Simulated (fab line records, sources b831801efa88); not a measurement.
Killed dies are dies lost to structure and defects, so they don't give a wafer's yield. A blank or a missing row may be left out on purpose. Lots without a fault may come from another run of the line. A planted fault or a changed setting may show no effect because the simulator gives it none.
Which tool did it? | flow sky130 | 11 lots, 33 wafers sampled, at 6 steps of a route of 708

WHAT THE GAUGES READ, wafer by wafer
The record holds no reading of a measuring or inspecting step that can be judged against a usual standard deviation.

WHICH TOOL RAN EACH LOT (tool, then ch and the chambers of the sampled wafers, then the start)
lot  | SKY_VIA3_CMP_24               | SKY_METAL4_SPUTTER_03        | SKY_METAL4_METAL_ETCH_18          | SKY_METAL4_STRIP_19                  | SKY_VIA4_SPUTTER_17          | SKY_PAD_OPEN_PROBE_99
L122 | cmp-02 ch 1,2, day 39 15:12   | pvd_sputter-04, day 39 15:35 | rie_metal-01 ch 0,1, day 41 16:57 | plasma_asher-03 ch 0,1, day 41 17:07 | pvd_sputter-02, day 42 18:30 | prober-02, day 45 16:47
L123 | cmp-01 ch 0,1,2, day 39 19:49 | pvd_sputter-04, day 39 20:09 | rie_metal-01 ch 0,1, day 41 21:31 | plasma_asher-01 ch 0,1, day 41 21:40 | pvd_sputter-03, day 42 22:33 | prober-02, day 45 21:39
L130 | cmp-01 ch 1,2,3, day 41 20:26 | pvd_sputter-03, day 41 20:49 | rie_metal-04 ch 0,1, day 43 18:10 | plasma_asher-03 ch 0,1, day 43 18:20 | pvd_sputter-04, day 44 18:29 | prober-01, day 49 15:03
L134 | cmp-01 ch 0,1,3, day 44 18:44 | pvd_sputter-03, day 44 19:05 | rie_metal-04 ch 0,1, day 46 13:05 | plasma_asher-03 ch 0,1, day 46 13:16 | -                            | prober-01, day 49 23:26
L136 | cmp-02 ch 0,2,3, day 44 23:48 | pvd_sputter-04, day 45 00:11 | rie_metal-01 ch 0, day 46 18:10   | plasma_asher-03 ch 0,1, day 46 18:20 | -                            | prober-01, day 50 02:58
L137 | cmp-02 ch 0,2,3, day 45 01:41 | pvd_sputter-01, day 45 02:01 | rie_metal-03 ch 0, day 46 19:58   | plasma_asher-04 ch 1, day 46 20:08   | pvd_sputter-04, day 47 17:30 | prober-01, day 50 06:01
L141 | cmp-02 ch 0,2, day 45 09:07   | pvd_sputter-03, day 45 09:28 | rie_metal-04 ch 0,1, day 47 02:00 | plasma_asher-01 ch 0,1, day 47 02:10 | pvd_sputter-02, day 47 23:24 | prober-01, day 50 10:23
L143 | cmp-01 ch 2,3, day 45 13:15   | pvd_sputter-03, day 45 13:35 | rie_metal-03 ch 0, day 47 06:36   | plasma_asher-04 ch 0,1, day 47 06:57 | pvd_sputter-04, day 48 04:14 | prober-01, day 50 15:12
L142 | cmp-02 ch 1,3, day 45 13:16   | pvd_sputter-01, day 45 13:37 | rie_metal-01 ch 0,1, day 47 06:57 | plasma_asher-01 ch 0,1, day 47 07:07 | pvd_sputter-03, day 48 03:42 | prober-01, day 50 14:57
L144 | cmp-02 ch 1,2, day 45 23:35   | pvd_sputter-04, day 45 23:55 | rie_metal-03 ch 0, day 47 16:11   | plasma_asher-03 ch 0,1, day 47 16:33 | pvd_sputter-03, day 48 12:44 | prober-01, day 50 21:34
L145 | cmp-02 ch 1,2,3, day 46 04:03 | pvd_sputter-03, day 46 04:17 | rie_metal-01 ch 0,1, day 47 22:25 | plasma_asher-03 ch 0,1, day 47 22:34 | pvd_sputter-02, day 48 18:39 | prober-01, day 51 03:12
- SKY_VIA3_CMP_24: polishes, stops on SiO2, t overpolish 20 s, target thk 0 nm.
- SKY_METAL4_SPUTTER_03: material Ti, target thk 5 nm, time 3.3 s.
- SKY_METAL4_METAL_ETCH_18: etches the open film in Cl2/BCl3, stops on SiO2, target depth 845 nm, time 183.1 s.
- SKY_METAL4_STRIP_19: strips in O2/N2.
- SKY_VIA4_SPUTTER_17: material TiN, target thk 20 nm, time 80 s.
- SKY_PAD_OPEN_PROBE_99

WHAT THE TOOLS THEMSELVES READ (means of the sampled wafers that have a number; where no wafer has one, the mark that the record gives instead)
SKY_VIA3_CMP_24.
lot  | tool   | motor_current_A (A) | overpolish_run_s (s) | time_to_endpoint_s (s)
L122 | cmp-02 | 11.1                | 20.002               | 96
L123 | cmp-01 | 12.6                | 19.994               | 96
L130 | cmp-01 | 11.8                | 20.004               | 92
L134 | cmp-01 | 12.0                | 20.005               | 96
L136 | cmp-02 | 11.3                | 19.997               | 92
L137 | cmp-02 | 11.5                | 19.999               | 92
L141 | cmp-02 | 11.3                | 20.002               | 91
L143 | cmp-01 | 11.6                | 20.002               | 96
L142 | cmp-02 | 11.2                | 19.997               | 94
L144 | cmp-02 | 10.6                | 19.999               | 92
L145 | cmp-02 | 10.8                | 19.998               | 95

SKY_METAL4_SPUTTER_03.
lot  | tool           | throttle_valve_pct (%)
L122 | pvd_sputter-04 | 30.8
L123 | pvd_sputter-04 | 30.3
L130 | pvd_sputter-03 | 28.8
L134 | pvd_sputter-03 | 29.6
L136 | pvd_sputter-04 | 30.3
L137 | pvd_sputter-01 | 28.5
L141 | pvd_sputter-03 | 28.9
L143 | pvd_sputter-03 | 28.8
L142 | pvd_sputter-01 | 29.2
L144 | pvd_sputter-04 | 29.7
L145 | pvd_sputter-03 | 30.4

SKY_METAL4_METAL_ETCH_18.
lot  | tool         | bcl3_flow_sccm (sccm) | bias_w (W) | drypump_motor_current_A (A) | oes_product_au (a.u.) | throttle_valve_pct (%)
L122 | rie_metal-01 | 30.03                 | 48.58      | 5.77                        | 0.856                 | 22.263
L123 | rie_metal-01 | 29.99                 | 48.61      | 5.76                        | 0.862                 | 22.267
L130 | rie_metal-04 | 30.04                 | 48.50      | 6.22                        | 0.875                 | 22.259
L134 | rie_metal-04 | -                     | -          | -                           | -                     | -
L136 | rie_metal-01 | -                     | -          | -                           | -                     | -
L137 | rie_metal-03 | 29.80                 | 48.41      | 5.73                        | 0.860                 | 22.271
L141 | rie_metal-04 | 30.00                 | 48.46      | 6.17                        | 0.873                 | 22.270
L143 | rie_metal-03 | 29.91                 | 48.57      | 5.74                        | 0.868                 | 22.254
L142 | rie_metal-01 | 30.09                 | 48.56      | 5.76                        | 0.860                 | 22.261
L144 | rie_metal-03 | 29.86                 | 48.54      | 5.75                        | 0.861                 | 22.258
L145 | rie_metal-01 | 30.01                 | 48.52      | 5.99                        | 0.864                 | 22.265

SKY_METAL4_STRIP_19.
lot  | tool            | drypump_motor_current_A (A) | oes_product_au (a.u.) | strip_time_to_endpoint_s (s)
L122 | plasma_asher-03 | 5.9                         | 0.507                 | 6.53
L123 | plasma_asher-01 | 6.4                         | 0.503                 | 6.55
L130 | plasma_asher-03 | 5.9                         | 0.507                 | 6.71
L134 | plasma_asher-03 | 5.9                         | 0.712                 | 11.87
L136 | plasma_asher-03 | 5.9                         | 0.715                 | 11.86
L137 | plasma_asher-04 | 6.8                         | 0.496                 | 6.47
L141 | plasma_asher-01 | 6.3                         | 0.510                 | 6.68
L143 | plasma_asher-04 | 5.7                         | 0.500                 | 6.45
L142 | plasma_asher-01 | 6.3                         | 0.500                 | 6.59
L144 | plasma_asher-03 | 6.2                         | 0.503                 | 6.49
L145 | plasma_asher-03 | 6.1                         | 0.504                 | 6.60

SKY_VIA4_SPUTTER_17.
lot  | tool           | throttle_valve_pct (%)
L122 | pvd_sputter-02 | 29.6
L123 | pvd_sputter-03 | 29.4
L130 | pvd_sputter-04 | 29.8
L137 | pvd_sputter-04 | 30.4
L141 | pvd_sputter-02 | 30.1
L143 | pvd_sputter-04 | 30.3
L142 | pvd_sputter-03 | 29.3
L144 | pvd_sputter-03 | 30.4
L145 | pvd_sputter-02 | 29.9

SKY_PAD_OPEN_PROBE_99.
lot  | tool      | defect_limited_yield (%) | killed_at_M0_to_M3 | killed_at_M4_up | killed_at_contacts | killed_at_front_end | killed_at_other | killed_dies | killed_on_rim | killed_open | killed_short | sort_bin_3_pad_short (%) | sort_bin_5_function (%) | sort_bin_6_memory (%) | sort_n_pass | sort_yield_pct (%)
L122 | prober-02 | 81.0                     | 38                 | 5.3             | 28                 | 21                  | 1.0             | 93          | 17            | 54          | 38           | 0.8                      | 11.1                    | 7.0                   | 399         | 81.0
L123 | prober-02 | 82.3                     | 41                 | 3.3             | 29                 | 14                  | 0.0             | 87          | 17            | 50          | 37           | 0.9                      | 10.5                    | 6.3                   | 405         | 82.3
L130 | prober-01 | 82.0                     | 43                 | 3.7             | 29                 | 13                  | 0.0             | 88          | 19            | 43          | 45           | 1.3                      | 10.2                    | 6.5                   | 404         | 82.0
L134 | prober-01 | 0.0                      | 38                 | 411.0           | 28                 | 14                  | 0.7             | 492         | 96            | 40          | 43           | 0.8                      | 93.6                    | 5.6                   | 0           | 0.0
L136 | prober-01 | 0.0                      | 50                 | 396.0           | 27                 | 19                  | 0.0             | 492         | 96            | 51          | 48           | 0.9                      | 92.0                    | 7.1                   | 0           | 0.0
L137 | prober-01 | 81.3                     | 50                 | 5.3             | 21                 | 15                  | 0.3             | 92          | 17            | 46          | 47           | 1.1                      | 11.2                    | 6.4                   | 400         | 81.3
L141 | prober-01 | 82.8                     | 42                 | 4.3             | 24                 | 14                  | 0.0             | 85          | 14            | 49          | 35           | 0.5                      | 10.5                    | 6.2                   | 407         | 82.8
L143 | prober-01 | 85.0                     | 32                 | 3.7             | 23                 | 14                  | 0.3             | 74          | 13            | 42          | 32           | 0.5                      | 9.1                     | 5.4                   | 418         | 85.0
L142 | prober-01 | 84.1                     | 40                 | 4.0             | 20                 | 14                  | 0.7             | 78          | 16            | 42          | 36           | 0.7                      | 9.7                     | 5.5                   | 414         | 84.1
L144 | prober-01 | 84.9                     | 38                 | 2.7             | 26                 | 8                   | 0.0             | 74          | 16            | 41          | 34           | 0.6                      | 9.0                     | 5.5                   | 418         | 84.9
L145 | prober-01 | 83.3                     | 43                 | 2.7             | 21                 | 16                  | 0.0             | 82          | 18            | 45          | 36           | 0.8                      | 10.3                    | 5.6                   | 410         | 83.3

THE ANSWER, worked out from the rows above alone
Rule: what is usual is taken from the lots themselves. Put in order of their means at a reading, lots are off if they are a third of the lots or fewer, leave a main group of 4 or more, and stand apart from it by a gap of 3 or more times the standard deviation of the main group's means; of several such gaps the widest counts. A main group whose means are all the same, to the digits that the tables above print for the reading, isn't used. A lot without any number at a reading at which 4 lots or more have one is off too. The other lots that the step has rows for count as sound. The gauges are gone through in route order, then the tools' own readings, and for those a lot's mean is taken as printed above. The first step at which some lot is off is used, and at that step the reading that is off furthest; a lot without a number counts as furthest.
Off: L134, L136, at SKY_METAL4_METAL_ETCH_18 (bcl3_flow_sccm). Without a number there: L134, L136. The main group: mean 29.97 sccm, standard deviation 0.088.
A tool fits if, at that step or a process step before it, it ran every lot that is off, and no sound lot after the first of them. None of those tried fits.

WHAT THE SIMULATOR HAD PUT IN
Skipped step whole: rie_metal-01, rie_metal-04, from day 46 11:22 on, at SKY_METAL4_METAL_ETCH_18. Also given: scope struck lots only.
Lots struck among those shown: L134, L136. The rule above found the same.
